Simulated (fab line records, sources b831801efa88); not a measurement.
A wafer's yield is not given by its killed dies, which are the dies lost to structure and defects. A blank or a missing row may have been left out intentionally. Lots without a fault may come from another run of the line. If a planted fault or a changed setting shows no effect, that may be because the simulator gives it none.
Struck lot and sound lot, side by side + flow sky130 + 46 out of 708 route steps
Sound: wafers L551.1, L551.2, L551.6. Wafers struck: L544.3, L544.4, L544.5. The cause is named last.
At each step with rows: each side's tool, then ch and its chambers, then its first start. Under that, the readings that differ: sound wafers + struck wafers + difference of the means + sigmas: that difference in standard deviations of wafers without a fault.
alike: readings whose means differ by less than 2 such deviations, and words and numbers that are the same on both sides. not compared: withheld readings, readings that some wafer has no value for, bounds like >300 that may hide the same value, and numbers for which the record gives no deviation and whose values overlap.
A row with sigmas, a row that says differs or no value, or rows on one side alone: a step with any of these is where the two part. Numbers that don't overlap but have no deviation are shown without sigmas and don't part them. A reading that every wafer of one side lacks parts them only if that side has two wafers or more.

first, 5 steps without rows for these wafers: SKY_VT_ADJUST_HVTP_COAT_02 (resist thk 1140 nm); SKY_VT_ADJUST_HVTP_SOFTBAKE_03 (time 60 s); SKY_VT_ADJUST_HVTP_EXPOSE_04 (exposes mask HVTPM, target cd 380 nm); SKY_VT_ADJUST_HVTP_PEB_05; SKY_VT_ADJUST_HVTP_DEVELOP_06 (develop time 60 s).
SKY_VT_ADJUST_HVTP_CD_MEAS_07 targets a cd of 380 nm.
  struck on cd-sem-01, day 8 12:34; sound on cd-sem-01, day 10 04:17
  alike: cd-nm
SKY_VT_ADJUST_HVTP_OVL_MEAS_08:
  struck on overlay-01, day 8 12:40; sound on overlay-01, day 10 04:24
| reading                 | sound          | struck       | difference | sigmas |
|-------------------------|----------------|--------------|------------|--------|
| VT_ADJUST_HVTP_OVL (nm) | -1.9 -2.5 -2.2 | 0.4 1.5 -0.1 | +2.8       | +2     |
after that, 1 step had no rows for these wafers: SKY_VT_ADJUST_HVTP_IMPLANT_09.
SKY_VT_ADJUST_HVTP_STRIP_10: strips in O2/N2.
  sound on plasma-asher-01 ch 0,1, day 10 04:35; struck on plasma-asher-03 ch 0,1, day 8 12:52
  alike: drypump-motor-current-A, oes-product-au, strip-time-to-endpoint-s
  not compared: rf-hours-counter-h
SKY_VT_ADJUST_HVTP_TW_MEAS_11:
  struck on film-metro-03, day 8 12:58; sound on film-metro-03, day 10 04:41
  alike: VT_ADJUST_HVTP_TW
then, 2 steps without rows for these wafers: SKY_VT_ADJUST_LVTN_DEHYDRATE_00 (time 60 s); SKY_VT_ADJUST_LVTN_HMDS_01 (prime time 60 s).
SKY_VT_ADJUST_LVTN_COAT_02: resist thk 3000 nm.
  sound on litho-track-01 ch 0, day 10 15:23; struck on litho-track-04, day 8 23:20
  no value came back on the struck wafers for chill-plate-temp-C (C), dispense-pressure-kPa (kPa), exhaust-pa (Pa), resist-line-temp-C (C); on the sound wafers chill-plate-temp-C (C) reads 23.02 23.00 23.04
then, 4 steps without rows for these wafers: SKY_VT_ADJUST_LVTN_SOFTBAKE_03; SKY_VT_ADJUST_LVTN_EXPOSE_04 (exposes mask NWM COMPLEMENT LESS NATIVE, target cd 840 nm); SKY_VT_ADJUST_LVTN_PEB_05; SKY_VT_ADJUST_LVTN_DEVELOP_06 (develop time 60 s).
SKY_VT_ADJUST_LVTN_OVL_MEAS_07:
  struck on overlay-01, day 9 10:19; sound on overlay-01, day 11 02:59
| reading                 | sound         | struck | difference                    | sigmas |
|-------------------------|---------------|--------|-------------------------------|--------|
| VT_ADJUST_LVTN_OVL (nm) | 1.1 -0.8 -0.5 | - - -  | no value on the struck wafers |        |
after that, 1 step had no rows for these wafers: SKY_VT_ADJUST_LVTN_IMPLANT_08.
SKY_VT_ADJUST_LVTN_STRIP_09: strips in O2/N2.
  sound on plasma-asher-04 ch 0,1, day 11 03:10; struck on plasma-asher-04 ch 0,1, day 9 10:31
  no value came back on the struck wafers for oes-product-au (a.u.), strip-time-to-endpoint-s (s); on the sound wafers oes-product-au (a.u.) reads 0.716 0.711 0.720
  alike: drypump-motor-current-A
  not compared: rf-hours-counter-h
SKY_VT_ADJUST_LVTN_TW_MEAS_10:
  struck on film-metro-03, day 9 10:37; sound on film-metro-03, day 11 03:16
  alike: VT_ADJUST_LVTN_TW
then, 7 steps without rows for these wafers: SKY_VT_ADJUST_LVTN_DEHYDRATE_11 (time 60 s); SKY_VT_ADJUST_LVTN_HMDS_12 (prime time 60 s); SKY_VT_ADJUST_LVTN_COAT_13 (resist thk 1140 nm); SKY_VT_ADJUST_LVTN_SOFTBAKE_14 (time 60 s); SKY_VT_ADJUST_LVTN_EXPOSE_15 (exposes mask HVN STD DERIVED, target cd 600 nm); SKY_VT_ADJUST_LVTN_PEB_16; SKY_VT_ADJUST_LVTN_DEVELOP_17 (develop time 60 s).
SKY_VT_ADJUST_LVTN_OVL_MEAS_18:
  struck on overlay-02, day 10 08:35; sound on overlay-02, day 12 03:21
  alike: VT_ADJUST_LVTN_01_OVL
after that, 1 step had no rows for these wafers: SKY_VT_ADJUST_LVTN_IMPLANT_19.
SKY_VT_ADJUST_LVTN_STRIP_20: strips in O2/N2.
  sound on plasma-asher-04 ch 0,1, day 12 03:32; struck on plasma-asher-01 ch 0,1, day 10 08:48
| reading                     | sound       | struck      | difference | sigmas |
|-----------------------------|-------------|-------------|------------|--------|
| drypump-motor-current-A (A) | 6.1 6.1 6.1 | 4.9 5.7 4.9 | -0.9       | -2     |
  alike: oes-product-au, strip-time-to-endpoint-s
  not compared: rf-hours-counter-h
SKY_VT_ADJUST_LVTN_TW_MEAS_21:
  struck on film-metro-01, day 10 08:53; sound on film-metro-04, day 12 03:38
| reading             | sound             | struck            | difference | sigmas |
|---------------------|-------------------|-------------------|------------|--------|
| VT_ADJUST_LVTN_2_TW | 187.9 187.6 188.5 | 271.6 272.0 272.8 | +84.1      | +38    |
then, 7 steps without rows for these wafers: SKY_VT_ADJUST_NCORE_DEHYDRATE_00 (time 59.08 s); SKY_VT_ADJUST_NCORE_HMDS_01 (prime time 60 s); SKY_VT_ADJUST_NCORE_COAT_02 (resist thk 1140 nm); SKY_VT_ADJUST_NCORE_SOFTBAKE_03 (time 60 s); SKY_VT_ADJUST_NCORE_EXPOSE_04 (exposes mask LVTN COMPLEMENT THIN, target cd 380 nm); SKY_VT_ADJUST_NCORE_PEB_05; SKY_VT_ADJUST_NCORE_DEVELOP_06 (develop time 60 s).
SKY_VT_ADJUST_NCORE_CD_MEAS_07 targets a cd of 380 nm.
  struck on cd-sem-01, day 11 07:14; sound on cd-sem-02, day 13 03:56
  alike: cd-nm
SKY_VT_ADJUST_NCORE_OVL_MEAS_08:
  struck on overlay-02, day 11 07:20; sound on overlay-01, day 13 04:03
  alike: VT_ADJUST_NCORE_OVL
after that, 1 step had no rows for these wafers: SKY_VT_ADJUST_NCORE_IMPLANT_09.
SKY_VT_ADJUST_NCORE_TW_MEAS_11:
  struck on film-metro-03, day 11 07:37; sound on film-metro-04, day 13 04:20
| reading            | sound             | struck            | difference | sigmas |
|--------------------|-------------------|-------------------|------------|--------|
| VT_ADJUST_NCORE_TW | 220.7 219.1 219.4 | 285.2 284.7 284.7 | +65.1      | +59    |
SKY_VT_ADJUST_HVTR_TW_MEAS_11:
  struck on film-metro-02, day 12 08:01; sound on film-metro-04, day 14 06:44
| reading           | sound             | struck            | difference | sigmas |
|-------------------|-------------------|-------------------|------------|--------|
| VT_ADJUST_HVTR_TW | 210.7 210.9 210.9 | 279.4 280.1 280.0 | +69.0      | +29    |
SKY_VT_ADJUST_PCH_TW_MEAS_10:
  struck on film-metro-03, day 13 08:59; sound on film-metro-02, day 15 08:52
| reading          | sound             | struck            | difference | sigmas |
|------------------|-------------------|-------------------|------------|--------|
| VT_ADJUST_PCH_TW | 143.6 144.1 143.5 | 252.9 253.6 252.1 | +109.1     | +68    |
SKY_SONOS_TUNNEL_TW_MEAS_12:
  struck on film-metro-01, day 14 12:10; sound on film-metro-03, day 16 12:33
| reading         | sound             | struck            | difference | sigmas |
|-----------------|-------------------|-------------------|------------|--------|
| SONOS_TUNNEL_TW | 199.0 197.6 198.7 | 278.5 277.1 277.3 | +79.2      | +33    |

## WHERE THEY PART
Last at SKY_SONOS_TUNNEL_TW_MEAS_12 as far as this record goes, first at SKY_VT_ADJUST_HVTP_OVL_MEAS_08.

WHY: whatever the simulator had introduced
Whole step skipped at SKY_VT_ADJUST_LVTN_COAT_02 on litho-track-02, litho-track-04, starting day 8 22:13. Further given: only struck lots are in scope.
